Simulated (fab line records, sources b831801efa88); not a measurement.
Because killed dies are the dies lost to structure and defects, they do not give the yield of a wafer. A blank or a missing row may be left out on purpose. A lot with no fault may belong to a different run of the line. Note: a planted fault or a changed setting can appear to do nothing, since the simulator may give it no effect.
Struck lot and sound lot, side by side	flow sky130	14 steps out of a route of 708
Sound: these wafers, L553.1, L553.4, L553.5. Struck: wafers L543.2, L543.3, L543.6. The cause comes at the end.
Per side, at each step with rows, come the tool, then ch with its chambers, and then its first start. Under that, the readings that differ: sound wafers	struck wafers	difference of the means	sigmas: that difference in standard deviations of wafers without a fault.
alike: words and numbers the same on both sides, and readings whose means are apart by under 2 such deviations; not compared: readings that were withheld, readings missing a value for some wafer, numbers with overlapping values and no deviation given by the record, and bounds like >300 which may hide the same value.
The two part at a step that has a row with sigmas, a row that says differs or no value, or rows on one side only. Numbers that don't overlap but have no deviation are shown without sigmas and don't part them. A reading that every wafer of one side lacks parts them only if that side has two wafers or more.

first, 1 step without rows for these wafers: SKY_LOCAL_INTERCONNECT_CLEAN_18 (cleans in O3/DIW).
SKY_CONTACT_CVD_00: deposits Si3N4, target thk 75 nm.
  sound on pecvd-04 ch 1,2, day 36 08:34; struck on pecvd-04 ch 1,2, day 33 06:05
  alike: heater power w
SKY_CONTACT_THK_MEAS_01:
  struck on film metro-02, day 33 06:07; sound on film metro-01, day 36 08:35
  alike: CONTACT_CVD_00_THK
then, 1 step without rows for these wafers: SKY_CONTACT_HDPCVD_02 (deposits SiO2, target thk 565 nm, time 94.2 s).
SKY_CONTACT_THK_MEAS_03:
  struck on film metro-03, day 33 06:15; sound on film metro-02, day 36 08:43
  alike: CONTACT_HDPCVD_THK
SKY_CONTACT_CMP_04: polishes SiO2.
  sound on cmp-01 ch 0,1,2, day 36 08:47; struck on cmp-02 ch 0,3, day 33 06:18
  alike: motor current A, time to endpoint s
SKY_CONTACT_BOW_MEAS_05:
  struck on film metro-01, day 33 06:37; sound on film metro-01, day 36 09:05
  alike: CONTACT_BOW
then, 4 steps without rows for these wafers: SKY_CONTACT_DEHYDRATE_06 (time 60 s); SKY_CONTACT_HMDS_07 (prime time 60 s); SKY_CONTACT_COAT_08 (resist thk 60 nm); SKY_CONTACT_COAT_09 (resist thk 450 nm).
SKY_CONTACT_SOFTBAKE_10: time 91.97 s.
  sound: litho track-01 ch 0; struck: litho track-03 ch 0
  alike: plate sensor t centre C, plate sensor t edge C
SKY_CONTACT_EXPOSE_11: exposes mask CTM1, target cd 170 nm.
  sound on krf scanner-01 ch 0, day 36 22:52; struck on krf scanner-01, day 33 19:49
  no value came back on the struck wafers for exposure dose mJ cm2, focus offset nm (nm); on the sound wafers exposure dose mJ cm2 reads 37.96 37.99 38.00
  alike: mask
next, for these wafers, 1 step has no rows: SKY_CONTACT_PEB_12.

== WHERE THEY PART ==
SKY_CONTACT_EXPOSE_11 only, going by this record.

WHY: the cause the simulator had injected
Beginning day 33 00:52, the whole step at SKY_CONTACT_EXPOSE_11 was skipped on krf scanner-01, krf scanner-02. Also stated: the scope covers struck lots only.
